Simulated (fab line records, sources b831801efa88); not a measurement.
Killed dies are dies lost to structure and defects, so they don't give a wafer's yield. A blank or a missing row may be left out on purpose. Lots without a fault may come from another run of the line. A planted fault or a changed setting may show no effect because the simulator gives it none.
Chamber matching | flow sky130 | SKY_VIA1_CMP_02 on cmp-02: 4 sister chambers
The step polishes SiO2. 8 wafers are shown with their chamber, then 7 later ones without.

WAFERS WITH THEIR CHAMBER
wafer  | chamber | motor_current_A (A) | retaining_ring_pressure_frac
L101.5 | 2       | 12.1                | 0.999
L105.2 | 1       | 11.4                | 0.999
L105.4 | 0       | 13.6                | 1.007
L106.1 | 1       | 11.6                | 0.997
L106.3 | 3       | 13.0                | 1.000
L106.5 | 3       | 13.1                | 0.998
L108.2 | 0       | 13.4                | 0.990
L108.4 | 2       | 11.3                | 0.999

WAFERS WITHOUT THEIR CHAMBER
wafer  | motor_current_A (A) | retaining_ring_pressure_frac
L108.6 | 11.6                | 1.009
L109.1 | 13.8                | 0.997
L109.3 | 11.7                | 0.996
L109.5 | 11.5                | 1.001
L122.3 | 11.3                | 1.002
L122.4 | 12.8                | 1.001
L122.5 | 10.9                | 0.999

WHICH CHAMBER EACH WENT THROUGH
wafer  | from the rows above     | in truth
L108.6 | can't be placed: 2 or 1 | 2
L109.1 | can't be placed: 0 or 3 | 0
L109.3 | can't be placed: 2 or 1 | 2
L109.5 | can't be placed: 1 or 2 | 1
L122.3 | can't be placed: 1 or 2 | 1
L122.4 | can't be placed: 3 or 0 | 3
L122.5 | can't be placed: 1 or 2 | 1
Placed correctly: 0 of 7. Can't be placed from these rows: 7 (the true chamber is among the candidates in 7). Placed wrongly: 0.
How it was worked out, from the rows above alone: a wafer's distance from a chamber is the root of the sum, over the readings, of the square of ((its reading less the chamber's mean) divided by the reading's scatter). The wafer belongs to the nearest chamber; if the next one is less than 2 further off, it can't be placed. A chamber's mean is the mean of its shown wafers. The scatter: the root of (the sum of the squares of (reading less its chamber's mean) over the shown wafers, divided by (wafers less chambers)).
